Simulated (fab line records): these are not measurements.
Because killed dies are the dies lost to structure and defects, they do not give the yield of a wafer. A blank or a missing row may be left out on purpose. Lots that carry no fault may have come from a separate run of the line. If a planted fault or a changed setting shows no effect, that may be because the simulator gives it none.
fab line records -- flow gf180mcu
record: lots: 13, wafers: 37, last-day: 34
route steps=602 shown PSD@257 SAB@273 V5@554 PASSIVATION@590
lots that met no fault: from a run of the same line without faults
start-h: hours from the record's opening day to when the first of the lot's shown wafers began -- wait-h: how many hours have passed since the lot's step before this one -- " identical to the entry in the row above -- L1.1+2: a single row standing in for several wafers -- - value missing, or start not given -- * or withheld: withheld -- < > ~ a bound
route shown NAME@n: NAME is a module with steps in the file, n the number in the route of the first one -- usual: average and standard deviation across the fault-free wafers -- same: alike in all rows -- chamber/n: place in a boat -- sites: each site's reading -- _std_site: the values' standard deviation -- _edge_site: the outer-site mean with the inner-site mean subtracted -- radius-mm: for every site, how far away it sits from the centre of the wafer -- mask NAME#n: copy n -- behind: the tool/chamber that last shaped the wafer -- hold: the reason the lot was held/the length of the hold in hours/how it ended -- device: the transistor (n, p or np) that didn't switch -- end of line: tests of these same wafers at the route's end -- a step with no rows: only its recipe -- killed: not the wafer's yield, but the dies lost to structure and defects at the first sort -- map: shows each die of a wafer: x if killed, . if not, _ if none is there
set.NAME: setting as actually run; set.NAME@STEP: the setting as run at that earlier step -- model.NAME: the simulator's own value behind a step, which no gauge read
one table for each step of the route and one row for each wafer, over a sample of lots
services: when a tool's chamber went out of use (start-h, in hours from the record's first day, below 0 if earlier), for how many hours, and the reason
== steps ==
step: GF_PSD_IMPLANT_09
recipe: species: BF2, energy-kev: 40, dose-cm2: 1.5e+15, tilt-deg: 7
lot.wafer,tool,chamber,start-h,wait-h
L995.2+3+6,implanter-01,0,313.30,0.0
L996.1+4+6,implanter-03,0,318.54,0.0
L997.1+4+5,implanter-03,0,331.75,0.0
L999.2+3+4,implanter-03,0,349.00,0.0
L107.3+4,implanter-02,0,424.50,0.1
L106.1+4,implanter-02,0,433.12,0.0
L112.2+4+5,implanter-01,0,462.13,0.0
L113.3+4+6,implanter-01,0,473.35,0.1
L114.1+4+6,implanter-03,0,478.52,0.0
L115.1+3+6,implanter-02,0,487.95,0.0
L116.1+3+6,implanter-02,0,499.95,0.0
L117.2+4+5,implanter-03,0,507.43,0.0
L118.3+4+5,implanter-01,0,512.62,0.1
step: GF_PSD_STRIP_10
recipe: chemistry: O2/N2, power-w: 1400, pressure-mtorr: 1500, platen-temp-c: 250, o2-flow-sccm: 3000, n2-flow-sccm: 300, overash-fraction: 0.5
usual: drypump-motor-current-A: 5.6/0.53, heater-power-w: 356/31, oes-product-au: 0.592/0.0045, strip-time-to-endpoint-s: 16.53/0.038
lot.wafer,tool,chamber,start-h,wait-h,drypump-motor-current-A,heater-power-w,oes-product-au,rf-hours-counter-h,strip-time-to-endpoint-s
L995.2,plasma-asher-02,0,313.42,0.1,6.7,341,0.590,70,16.46
L995.3,plasma-asher-02,1,313.42,0.1,5.4,336,0.591,-,16.52
L995.6,plasma-asher-02,1,313.42,0.1,5.4,344,0.594,-,16.51
L996.1,plasma-asher-02,1,318.69,0.1,5.4,331,0.592,71,16.62
L996.4,plasma-asher-02,1,318.69,0.1,5.4,328,0.598,-,16.61
L996.6,plasma-asher-02,0,318.69,0.1,6.7,335,0.593,-,16.60
L997.1,plasma-asher-01,0,331.90,0.1,5.2,322,0.594,17,16.55
L997.4,plasma-asher-01,0,331.90,0.1,5.2,338,0.597,-,16.52
L997.5,plasma-asher-01,0,331.90,0.1,5.2,317,0.598,-,16.55
L999.2,plasma-asher-01,1,349.13,0.1,5.4,373,0.589,19,16.51
L999.3,plasma-asher-01,0,349.13,0.1,5.2,323,0.594,-,16.45
L999.4,plasma-asher-01,1,349.13,0.1,5.4,370,0.598,-,16.52
L107.3,plasma-asher-01,0,424.64,0.1,5.2,316,0.605,-,15.73
L107.4,plasma-asher-01,1,424.64,0.1,5.4,371,0.581,-,16.51
L106.1,plasma-asher-04,1,433.27,0.1,5.2,407,0.602,65,15.76
L106.4,plasma-asher-04,1,433.27,0.1,5.2,414,0.595,-,16.55
L112.2,plasma-asher-01,0,462.25,0.1,5.2,315,0.593,32,16.47
L112.4,plasma-asher-01,1,462.25,0.1,5.4,368,0.589,-,16.45
L112.5,plasma-asher-01,1,462.25,0.1,5.4,370,0.595,-,16.46
L113.3,plasma-asher-02,0,473.48,0.1,6.7,327,0.596,-,16.59
L113.4,plasma-asher-02,1,473.48,0.1,5.4,345,0.587,-,16.58
L113.6,plasma-asher-02,0,473.48,0.1,6.7,321,0.588,-,16.53
L114.1,plasma-asher-04,1,478.67,0.1,5.2,408,0.597,70,16.58
L114.4,plasma-asher-04,0,478.67,0.1,6.1,382,0.591,-,16.57
L114.6,plasma-asher-04,1,478.67,0.1,5.2,406,0.590,-,16.60
L115.1,plasma-asher-02,1,488.10,0.1,5.4,336,0.604,5,16.56
L115.3,plasma-asher-02,1,488.10,0.1,5.4,334,0.588,-,16.53
L115.6,plasma-asher-02,1,488.10,0.1,5.4,335,0.595,-,16.54
L116.1,plasma-asher-01,0,500.10,0.1,5.2,321,0.592,36,16.56
L116.3,plasma-asher-01,0,500.10,0.1,5.2,323,0.583,-,16.57
L116.6,plasma-asher-01,0,500.10,0.1,5.2,320,0.593,-,16.55
L117.2,plasma-asher-04,1,507.55,0.1,5.2,403,0.589,73,16.55
L117.4,plasma-asher-04,0,507.55,0.1,6.1,394,0.598,-,16.53
L117.5,plasma-asher-04,1,507.55,0.1,5.2,409,0.594,-,16.58
L118.3,plasma-asher-01,0,512.76,0.1,5.2,322,0.590,-,16.53
L118.4,plasma-asher-01,1,512.76,0.1,5.4,373,0.598,-,16.51
L118.5,plasma-asher-01,1,512.76,0.1,5.4,380,0.599,-,16.51
step: GF_PSD_TW_MEAS_11
usual: PSD_TW: 3182/16
lot.wafer,tool,chamber,start-h,wait-h,PSD_TW
L995.2,film-metro-03,-,313.53,0.1,3206
L995.3,film-metro-03,-,313.53,0.1,3201
L995.6,film-metro-03,-,313.53,0.1,3216
L996.1,film-metro-01,-,318.81,0.1,3147
L996.4,film-metro-01,-,318.81,0.1,3157
L996.6,film-metro-01,-,318.81,0.1,3154
L997.1,film-metro-01,-,332.00,0.1,3174
L997.4,film-metro-01,-,332.00,0.1,3173
L997.5,film-metro-01,-,332.00,0.1,3159
L999.2,film-metro-01,-,349.24,0.1,3192
L999.3,film-metro-01,-,349.24,0.1,3163
L999.4,film-metro-01,-,349.24,0.1,3166
L107.3,film-metro-03,-,424.72,0.1,3021
L107.4,film-metro-03,-,424.72,0.1,3188
L106.1,film-metro-02,-,433.37,0.1,3029
L106.4,film-metro-02,-,433.37,0.1,3180
L112.2,film-metro-01,-,462.36,0.1,3178
L112.4,film-metro-01,-,462.36,0.1,3175
L112.5,film-metro-01,-,462.36,0.1,3194
L113.3,film-metro-02,-,473.57,0.1,3189
L113.4,film-metro-02,-,473.57,0.1,3182
L113.6,film-metro-02,-,473.57,0.1,3204
L114.1,film-metro-03,-,478.77,0.1,3151
L114.4,film-metro-03,-,478.77,0.1,3170
L114.6,film-metro-03,-,478.77,0.1,3188
L115.1,film-metro-02,-,488.20,0.1,3184
L115.3,film-metro-02,-,488.20,0.1,3179
L115.6,film-metro-02,-,488.20,0.1,3196
L116.1,film-metro-03,-,500.20,0.1,3189
L116.3,film-metro-03,-,500.20,0.1,3192
L116.6,film-metro-03,-,500.20,0.1,3198
L117.2,film-metro-03,-,507.66,0.1,3224
L117.4,film-metro-03,-,507.66,0.1,3208
L117.5,film-metro-03,-,507.66,0.1,3190
L118.3,film-metro-01,-,512.84,0.1,3181
L118.4,film-metro-01,-,512.84,0.1,3173
L118.5,film-metro-01,-,512.84,0.1,3173
step: GF_PSD_RS_MEAS_15
recipe: thk-meas-gauge: four-point-probe
usual: PSD_RS: 108.55/0.28
lot.wafer,tool,chamber,start-h,wait-h,PSD_RS[ohm/sq]
L995.2,film-metro-01,-,313.85,0.1,108.72
L995.3,film-metro-01,-,313.85,0.1,108.94
L995.6,film-metro-01,-,313.85,0.1,108.41
L996.1,film-metro-03,-,319.12,0.1,108.48
L996.4,film-metro-03,-,319.12,0.1,108.53
L996.6,film-metro-03,-,319.12,0.1,108.49
L997.1,film-metro-03,-,332.32,0.1,109.10
L997.4,film-metro-03,-,332.32,0.1,109.02
L997.5,film-metro-03,-,332.32,0.1,109.44
L999.2,film-metro-01,-,349.56,0.1,108.18
L999.3,film-metro-01,-,349.56,0.1,107.95
L999.4,film-metro-01,-,349.56,0.1,108.11
L107.3,film-metro-01,-,425.06,0.1,121.80
L107.4,film-metro-01,-,425.06,0.1,108.76
L106.1,film-metro-01,-,433.69,0.1,120.53
L106.4,film-metro-01,-,433.69,0.1,108.28
L112.2,film-metro-03,-,462.69,0.1,109.04
L112.4,film-metro-03,-,462.69,0.1,109.10
L112.5,film-metro-03,-,462.69,0.1,108.77
L113.3,film-metro-01,-,473.90,0.1,108.58
L113.4,film-metro-01,-,473.90,0.1,108.57
L113.6,film-metro-01,-,473.90,0.1,108.29
L114.1,film-metro-01,-,479.08,0.1,108.95
L114.4,film-metro-01,-,479.08,0.1,108.82
L114.6,film-metro-01,-,479.08,0.1,108.53
L115.1,film-metro-01,-,488.51,0.1,108.89
L115.3,film-metro-01,-,488.51,0.1,108.47
L115.6,film-metro-01,-,488.51,0.1,108.20
L116.1,film-metro-03,-,500.51,0.1,108.64
L116.3,film-metro-03,-,500.51,0.1,108.91
L116.6,film-metro-03,-,500.51,0.1,108.21
L117.2,film-metro-02,-,507.98,0.1,108.21
L117.4,film-metro-02,-,507.98,0.1,108.36
L117.5,film-metro-02,-,507.98,0.1,108.60
L118.3,film-metro-01,-,513.19,0.1,108.52
L118.4,film-metro-01,-,513.19,0.1,108.44
L118.5,film-metro-01,-,513.19,0.1,108.51
step: GF_SAB_CD_MEAS_09
recipe: target-cd-nm: 420
usual: cd-nm: 419.3/2.6
lot.wafer,tool,chamber,start-h,wait-h,cd-nm
L995.2,cd-sem-01,-,334.52,0.1,420.6
L995.3,cd-sem-01,-,334.52,0.1,420.2
L995.6,cd-sem-01,-,334.52,0.1,420.8
L996.1,cd-sem-02,-,340.67,0.1,420.8
L996.4,cd-sem-02,-,340.67,0.1,419.1
L996.6,cd-sem-02,-,340.67,0.1,419.1
L997.1,cd-sem-02,-,354.36,0.1,422.6
L997.4,cd-sem-02,-,354.36,0.1,425.0
L997.5,cd-sem-02,-,354.36,0.1,423.6
L999.2,cd-sem-02,-,371.32,0.1,415.5
L999.3,cd-sem-02,-,371.32,0.1,415.8
L999.4,cd-sem-02,-,371.32,0.1,414.8
L107.3,cd-sem-02,-,449.54,0.1,418.3
L107.4,cd-sem-02,-,449.54,0.1,420.1
L106.1,cd-sem-01,-,458.35,0.1,418.9
L106.4,cd-sem-01,-,458.35,0.1,419.3
L112.2,cd-sem-01,-,486.64,0.1,415.9
L112.4,cd-sem-01,-,486.64,0.1,416.5
L112.5,cd-sem-01,-,486.64,0.1,419.4
L113.3,cd-sem-01,-,497.61,0.1,418.4
L113.4,cd-sem-01,-,497.61,0.1,420.2
L113.6,cd-sem-01,-,497.61,0.1,421.2
L114.1,cd-sem-01,-,503.35,0.1,419.5
L114.4,cd-sem-01,-,503.35,0.1,419.2
L114.6,cd-sem-01,-,503.35,0.1,416.0
L115.1,cd-sem-02,-,512.26,0.1,420.2
L115.3,cd-sem-02,-,512.26,0.1,420.6
L115.6,cd-sem-02,-,512.26,0.1,423.3
L116.1,cd-sem-01,-,523.64,0.1,423.0
L116.3,cd-sem-01,-,523.64,0.1,423.1
L116.6,cd-sem-01,-,523.64,0.1,422.0
L117.2,cd-sem-02,-,531.16,0.1,417.3
L117.4,cd-sem-02,-,531.16,0.1,417.0
L117.5,cd-sem-02,-,531.16,0.1,418.3
L118.3,cd-sem-02,-,535.53,0.1,421.4
L118.4,cd-sem-02,-,535.53,0.1,420.5
L118.5,cd-sem-02,-,535.53,0.1,421.3
step: GF_V5_CD_MEAS_14
recipe: target-cd-nm: 260
usual: cd-nm: 260.4/1.3
lot.wafer,tool,chamber,start-h,wait-h,cd-nm
L995.2,cd-sem-01,-,625.58,0.1,259.2
L995.3,cd-sem-01,-,625.58,0.1,260.3
L995.6,cd-sem-01,-,625.58,0.1,259.6
L996.1,cd-sem-01,-,629.96,0.1,258.4
L996.4,cd-sem-01,-,629.96,0.1,260.2
L996.6,cd-sem-01,-,629.96,0.1,259.7
L997.1,cd-sem-02,-,642.16,0.1,259.8
L997.4,cd-sem-02,-,642.16,0.1,259.1
L997.5,cd-sem-02,-,642.16,0.1,259.4
L999.2,cd-sem-01,-,659.93,0.1,260.6
L999.3,cd-sem-01,-,659.93,0.1,261.6
L999.4,cd-sem-01,-,659.93,0.1,261.2
L107.3,cd-sem-01,-,721.88,0.1,260.7
L107.4,cd-sem-01,-,721.88,0.1,261.0
L106.1,cd-sem-01,-,727.51,0.1,259.2
L106.4,cd-sem-01,-,727.51,0.1,258.3
L112.2,cd-sem-01,-,747.04,0.1,260.5
L112.4,cd-sem-01,-,747.04,0.1,260.8
L112.5,cd-sem-01,-,747.04,0.1,261.1
L113.3,cd-sem-01,-,754.20,0.1,261.0
L113.4,cd-sem-01,-,754.20,0.1,261.7
L113.6,cd-sem-01,-,754.20,0.1,260.6
L114.1,cd-sem-01,-,759.64,0.1,262.3
L114.4,cd-sem-01,-,759.64,0.1,262.9
L114.6,cd-sem-01,-,759.64,0.1,262.4
L115.1,cd-sem-01,-,765.94,0.1,262.2
L115.3,cd-sem-01,-,765.94,0.1,261.3
L115.6,cd-sem-01,-,765.94,0.1,262.2
L116.1,cd-sem-01,-,772.66,0.1,259.0
L116.3,cd-sem-01,-,772.66,0.1,258.6
L116.6,cd-sem-01,-,772.66,0.1,259.6
L117.2,cd-sem-01,-,778.08,0.1,261.4
L117.4,cd-sem-01,-,778.08,0.1,262.2
L117.5,cd-sem-01,-,778.08,0.1,262.3
L118.3,cd-sem-01,-,782.40,0.1,259.9
L118.4,cd-sem-01,-,782.40,0.1,260.2
L118.5,cd-sem-01,-,782.40,0.1,260.6
step: GF_PASSIVATION_THK_MEAS_03
recipe: reads: Si3N4_of_PASSIVATION_CVD_02
usual: PASSIVATION_CVD_02_THK: 697/12
lot.wafer,tool,chamber,start-h,wait-h,PASSIVATION_CVD_02_THK[nm]
L995.2,film-metro-04,-,648.97,0.3,679
L995.3,film-metro-04,-,648.97,0.3,682
L995.6,film-metro-04,-,648.97,0.3,688
L996.1,film-metro-03,-,652.40,0.1,691
L996.4,film-metro-03,-,652.40,0.1,717
L996.6,film-metro-03,-,652.40,0.1,719
L997.1,film-metro-01,-,664.25,0.1,718
L997.4,film-metro-01,-,664.25,0.1,711
L997.5,film-metro-01,-,664.25,0.1,725
L999.2,film-metro-04,-,681.88,0.2,699
L999.3,film-metro-04,-,681.88,0.2,705
L999.4,film-metro-04,-,681.88,0.2,703
L107.3,film-metro-01,-,741.94,0.2,679
L107.4,film-metro-01,-,741.94,0.2,695
L106.1,film-metro-01,-,747.84,0.1,694
L106.4,film-metro-01,-,747.84,0.1,696
L112.2,film-metro-04,-,766.78,0.2,680
L112.4,film-metro-04,-,766.78,0.2,699
L112.5,film-metro-04,-,766.78,0.2,698
L113.3,film-metro-03,-,773.75,0.2,686
L113.4,film-metro-03,-,773.75,0.2,693
L113.6,film-metro-03,-,773.75,0.2,691
L114.1,film-metro-01,-,778.29,0.1,671
L114.4,film-metro-01,-,778.29,0.1,683
L114.6,film-metro-01,-,778.29,0.1,685
L115.1,film-metro-03,-,785.17,0.1,672
L115.3,film-metro-03,-,785.17,0.1,710
L115.6,film-metro-03,-,785.17,0.1,718
L116.1,film-metro-03,-,791.01,0.1,713
L116.3,film-metro-03,-,791.01,0.1,705
L116.6,film-metro-03,-,791.01,0.1,715
L117.2,film-metro-04,-,796.62,0.2,700
L117.4,film-metro-04,-,796.62,0.2,723
L117.5,film-metro-04,-,796.62,0.2,712
L118.3,film-metro-04,-,800.42,0.2,689
L118.4,film-metro-04,-,800.42,0.2,716
L118.5,film-metro-04,-,800.42,0.2,697
== services ==
tool,chamber,start-h,hours,kind
plasma-asher-01,-,290.20,2.5,repair
implanter-01,-,322.26,6.4,repair
implanter-01,-,340.23,0.9,repair
implanter-01,-,362.18,1.4,repair
plasma-asher-01,-,367.47,1.9,repair
implanter-03,-,369.35,6.5,pm
implanter-01,-,398.83,5.1,repair
plasma-asher-02,-,402.01,2.2,repair
plasma-asher-04,-,406.13,1.1,repair
implanter-01,-,409.31,6.8,repair
implanter-02,-,411.75,3.1,repair
plasma-asher-02,-,420.44,1.4,repair
plasma-asher-02,-,421.83,9.0,pm
plasma-asher-02,0,421.83,9.0,vent-cycle
plasma-asher-02,1,421.83,9.0,vent-cycle
plasma-asher-02,0,430.83,-,clean
plasma-asher-02,1,430.83,-,clean
implanter-01,-,436.12,0.9,repair
plasma-asher-02,-,458.43,3.9,repair
plasma-asher-04,-,508.57,4.5,repair
== key ==
first-sign: step: GF_PSD_STRIP_10, reading: strip-time-to-endpoint-s, direction: down, sigmas: 21, usual: *, struck: *
effect: step: GF_PSD_TW_MEAS_11, reading: PSD_TW, direction: down, sigmas: 9.8, usual: 3182, struck: 3025
effect: step: GF_PSD_RS_MEAS_15, reading: PSD_RS, direction: up, sigmas: 44, usual: 108.55, struck: 121.16
met-at GF_PSD_IMPLANT_09
struck-lots L106,L107
struck-wafers L106.1,L107.3
tester-left-out L106,L107
not-acting-at GF_SAB_CD_MEAS_09,GF_V5_CD_MEAS_14,GF_PASSIVATION_THK_MEAS_03
fault: kind: process-parameter-drift, tool: implanter-02, chamber: -, onset-h: 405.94, steps: GF_PSD_IMPLANT_09, channel: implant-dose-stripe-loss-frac, offset: 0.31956, shape: step, end-h: 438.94, scope: struck-wafers-only
tester-left-out: of these lots the tester's yield and bins aren't shown, on N5 and GAA mostly nor the transistor test; their killed dies are dies lost to structure and defects alone, not to doping, threshold or leakage, so they don't give the yield
